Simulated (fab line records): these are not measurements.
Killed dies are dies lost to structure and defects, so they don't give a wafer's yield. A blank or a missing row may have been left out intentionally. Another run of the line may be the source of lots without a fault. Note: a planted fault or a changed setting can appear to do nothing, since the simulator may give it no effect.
Split-lot study :: flow sfq_line :: 5 lots, 23 wafers read, on a route of 325 steps

## SPLIT DETAILS
At SFQ_TRILAYER_M4_ETCH_METAL_ETCH_096 (etches Nb in Cl2/Ar, stops on SiO2, target depth 240 nm, time 120 s), the setting time_s was moved away from the recipe's 120 s on 8 of the 23 wafers read, by -12.2% to +12.0%. The other wafers ran this setting at the recipe's value.

Reading taken at the split's own step.

## THE READING
KrF_of_TRILAYER_M4_LITHO_COAT_093.thk_nm (the simulator's own value, which no gauge read), in nm, at SFQ_TRILAYER_M4_ETCH_METAL_ETCH_096 (etches Nb in Cl2/Ar, stops on SiO2, target depth 240 nm, time 120 s). There is no usual value for it anywhere in the file. Across the 15 wafers here that went through the recipe, the average is 381.5 nm and the standard deviation 2.3 nm.

wafer: L079.1
tool, chamber at the split: rie_metal-01, 0
time_s as run, s: 120
against the recipe: recipe
KrF_of_TRILAYER_M4_LITHO_COAT_093.thk_nm, nm: 382.6
against lot-mates on the recipe: -

wafer: L079.2
tool, chamber at the split: rie_metal-01, 1
time_s as run, s: 120
against the recipe: recipe
KrF_of_TRILAYER_M4_LITHO_COAT_093.thk_nm, nm: 378.9
against lot-mates on the recipe: -

wafer: L079.5
tool, chamber at the split: rie_metal-01, 1
time_s as run, s: 120
against the recipe: recipe
KrF_of_TRILAYER_M4_LITHO_COAT_093.thk_nm, nm: 377.2
against lot-mates on the recipe: -

wafer: L080.1
tool, chamber at the split: rie_metal-04, 0
time_s as run, s: 120
against the recipe: recipe
KrF_of_TRILAYER_M4_LITHO_COAT_093.thk_nm, nm: 380.1
against lot-mates on the recipe: -

wafer: L080.2
tool, chamber at the split: rie_metal-04, 1
time_s as run, s: 120
against the recipe: recipe
KrF_of_TRILAYER_M4_LITHO_COAT_093.thk_nm, nm: 379.8
against lot-mates on the recipe: -

wafer: L080.3
tool, chamber at the split: rie_metal-04, 0
time_s as run, s: 120
against the recipe: recipe
KrF_of_TRILAYER_M4_LITHO_COAT_093.thk_nm, nm: 382.7
against lot-mates on the recipe: -

wafer: L080.5
tool, chamber at the split: rie_metal-04, 0
time_s as run, s: 120
against the recipe: recipe
KrF_of_TRILAYER_M4_LITHO_COAT_093.thk_nm, nm: 381.2
against lot-mates on the recipe: -

wafer: L080.6
tool, chamber at the split: rie_metal-04, 1
time_s as run, s: 120
against the recipe: recipe
KrF_of_TRILAYER_M4_LITHO_COAT_093.thk_nm, nm: 382.5
against lot-mates on the recipe: -

wafer: L081.1
tool, chamber at the split: rie_metal-01, 0
time_s as run, s: 105.4
against the recipe: -12.2%
KrF_of_TRILAYER_M4_LITHO_COAT_093.thk_nm, nm: 400.3
against lot-mates on the recipe: +18.6

wafer: L081.2
tool, chamber at the split: rie_metal-01, 1
time_s as run, s: 105.4
against the recipe: -12.2%
KrF_of_TRILAYER_M4_LITHO_COAT_093.thk_nm, nm: 399.7
against lot-mates on the recipe: +18.0

wafer: L081.3
tool, chamber at the split: rie_metal-01, 0
time_s as run, s: 120
against the recipe: recipe
KrF_of_TRILAYER_M4_LITHO_COAT_093.thk_nm, nm: 382
against lot-mates on the recipe: -

wafer: L081.4
tool, chamber at the split: rie_metal-01, 1
time_s as run, s: 105.4
against the recipe: -12.2%
KrF_of_TRILAYER_M4_LITHO_COAT_093.thk_nm, nm: 399.3
against lot-mates on the recipe: +17.6

wafer: L081.5
tool, chamber at the split: rie_metal-01, 0
time_s as run, s: 120
against the recipe: recipe
KrF_of_TRILAYER_M4_LITHO_COAT_093.thk_nm, nm: 381.4
against lot-mates on the recipe: -

wafer: L083.2
tool, chamber at the split: rie_metal-04, 0
time_s as run, s: 128.5
against the recipe: +7.1%
KrF_of_TRILAYER_M4_LITHO_COAT_093.thk_nm, nm: 372.1
against lot-mates on the recipe: -12.8

wafer: L083.3
tool, chamber at the split: rie_metal-04, 1
time_s as run, s: 120
against the recipe: recipe
KrF_of_TRILAYER_M4_LITHO_COAT_093.thk_nm, nm: 384
against lot-mates on the recipe: -

wafer: L083.4
tool, chamber at the split: rie_metal-04, 0
time_s as run, s: 128.5
against the recipe: +7.1%
KrF_of_TRILAYER_M4_LITHO_COAT_093.thk_nm, nm: 369.6
against lot-mates on the recipe: -15.2

wafer: L083.5
tool, chamber at the split: rie_metal-04, 1
time_s as run, s: 128.5
against the recipe: +7.1%
KrF_of_TRILAYER_M4_LITHO_COAT_093.thk_nm, nm: 375.7
against lot-mates on the recipe: -9.2

wafer: L083.6
tool, chamber at the split: rie_metal-04, 0
time_s as run, s: 120
against the recipe: recipe
KrF_of_TRILAYER_M4_LITHO_COAT_093.thk_nm, nm: 385.7
against lot-mates on the recipe: -

wafer: L084.1
tool, chamber at the split: rie_metal-03, 1
time_s as run, s: 120
against the recipe: recipe
KrF_of_TRILAYER_M4_LITHO_COAT_093.thk_nm, nm: 378.7
against lot-mates on the recipe: -

wafer: L084.2
tool, chamber at the split: rie_metal-03, 0
time_s as run, s: 120
against the recipe: recipe
KrF_of_TRILAYER_M4_LITHO_COAT_093.thk_nm, nm: 380.7
against lot-mates on the recipe: -

wafer: L084.3
tool, chamber at the split: rie_metal-03, 1
time_s as run, s: 120
against the recipe: recipe
KrF_of_TRILAYER_M4_LITHO_COAT_093.thk_nm, nm: 384.9
against lot-mates on the recipe: -

wafer: L084.4
tool, chamber at the split: rie_metal-03, 0
time_s as run, s: 134.4
against the recipe: +12.0%
KrF_of_TRILAYER_M4_LITHO_COAT_093.thk_nm, nm: 367.5
against lot-mates on the recipe: -13.9

wafer: L084.6
tool, chamber at the split: rie_metal-03, 1
time_s as run, s: 134.4
against the recipe: +12.0%
KrF_of_TRILAYER_M4_LITHO_COAT_093.thk_nm, nm: 367.1
against lot-mates on the recipe: -14.3

THE FIT
A straight line over all 23 wafers: KrF_of_TRILAYER_M4_LITHO_COAT_093.thk_nm changes by -1.36 nm for each +1% of time_s; r = -0.97; the points scatter about the line by 2.3 nm.
The same after taking each lot's own level away (the mean of its wafers on the recipe; 23 wafers): -1.43 nm for each +1%; r = -0.97; scatter 2.2 nm.
On that fit, the largest move of time_s shifts the reading by 17 nm.
From 379.57 to 384.85 nm: that is the span of the lots' own levels, equal to 2.3 times the standard deviation above.
Hence the lot-to-lot level has little effect on the slope; both slopes agree.
Check: with one of the wafers moved furthest among these (-12.2%) left out of the fit, the line predicts +17.1 nm for it against its lot-mates. It came out at +18.6 nm against them.

## THE OTHER SPLITS THESE WAFERS WENT THROUGH
These wafers also went through other splits before the reading. Each is held against what the fit with the lots' levels taken away leaves over:
other split on the same wafers: SFQ_TRILAYER_M2_LITHO_PEB_060 peb_temp_c
wafers away from the commonest value: 9
r with KrF_of_TRILAYER_M4_LITHO_COAT_093.thk_nm (lot level and that fit taken away): +0.09

other split on the same wafers: SFQ_TRILAYER_I2_VIA_LITHO_EXPOSE_068 dose_mj
wafers away from the commonest value: 8
r with KrF_of_TRILAYER_M4_LITHO_COAT_093.thk_nm (lot level and that fit taken away): +0.06

other split on the same wafers: SFQ_TRILAYER_M3_LITHO_COAT_080 resist_thk_nm
wafers away from the commonest value: 6
r with KrF_of_TRILAYER_M4_LITHO_COAT_093.thk_nm (lot level and that fit taken away): +0.01

other split on the same wafers: SFQ_TRILAYER_M3_LITHO_PEB_078 peb_time_s
wafers away from the commonest value: 8
r with KrF_of_TRILAYER_M4_LITHO_COAT_093.thk_nm (lot level and that fit taken away): +0.10

other split on the same wafers: SFQ_TRILAYER_M4_LITHO_COAT_098 resist_thk_nm
wafers away from the commonest value: 4
r with KrF_of_TRILAYER_M4_LITHO_COAT_093.thk_nm (lot level and that fit taken away): +0.28

other split on the same wafers: SFQ_TRILAYER_M4_BARC_OPEN_METAL_ETCH_123 icp_w
wafers away from the commonest value: 8
r with KrF_of_TRILAYER_M4_LITHO_COAT_093.thk_nm (lot level and that fit taken away): -0.30

## FILE'S OWN FIT
KrF_of_TRILAYER_M4_LITHO_COAT_093.thk_nm changes by -1.4 nm for each +1% of time_s, r = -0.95.
